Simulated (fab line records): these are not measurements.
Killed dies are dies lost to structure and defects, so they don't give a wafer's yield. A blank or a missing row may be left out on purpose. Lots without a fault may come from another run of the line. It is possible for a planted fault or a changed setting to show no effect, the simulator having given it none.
2 desks looking at one fault ; flow gf180mcu ; only its own numbers are on each desk; what lay behind them is given at the end

## AT THE TOOL OWNER'S DESK: rie-diel-01
The tool's own readings at GF_CONTACT_ETCH_17 (etches SiO2 in C4F8/O2/Ar, stops on CoSi2, target depth 860 nm): means of the sampled wafers that have a number, for each lot that ran on this tool. The brackets show how far a lot's mean lies from the usual mean; more than 4 standard deviations puts the lot out of limits, marked OUT.
Columns: A = oes-product-au at GF_CONTACT_ETCH_17, usual 0.814 a.u.; B = rf-fwd-power-W at GF_CONTACT_ETCH_17, usual 1495 W
lot;first seen here;A;B
L650;day 17 18:00;0.812;1499
L651;day 18 10:00;0.819;1493
L653;day 18 22:00;0.813;1486
L659;day 20 23:00;0.813;1494
L666;day 23 10:00;0.820;1495
L667;day 23 17:00;0.812;1502
L668;day 24 02:00;0.814;1491
Result from this desk: across the 7 lots, nothing is out of limits.

## FROM THE METROLOGY DESK
What the gauges read, lot by lot, whatever tool the lot ran on: means of the sampled wafers that have a number. The brackets show how far a lot's mean lies from the usual mean; more than 4 standard deviations puts the lot out of limits, marked OUT.
Columns: A = MIM_CVD_05_THK at GF_MIM_THK_MEAS_06, usual 42.0 nm
lot;first seen here;A
L646;day 24 15:28;41.6
L647;day 25 00:21;42.5
L648;day 25 12:52;41.8
L650;day 26 00:43;42.0
L651;day 26 19:35;41.6
L652;day 26 23:04;41.7
L653;day 27 04:19;41.9
L654;day 27 05:47;41.9
L656;day 28 01:53;42.1
L659;day 28 16:54;41.6
L666;day 30 19:45;42.2
L667;day 31 04:32;41.5
L668;day 31 07:44;42.3
Result from this desk: across the 13 lots, nothing is out of limits.

## TAKEN TOGETHER
The tool owner's desk saw nothing out of limits.
Nothing out of limits was seen by the metrology desk.

## WHAT HAD BEEN PUT IN BY THE SIMULATOR
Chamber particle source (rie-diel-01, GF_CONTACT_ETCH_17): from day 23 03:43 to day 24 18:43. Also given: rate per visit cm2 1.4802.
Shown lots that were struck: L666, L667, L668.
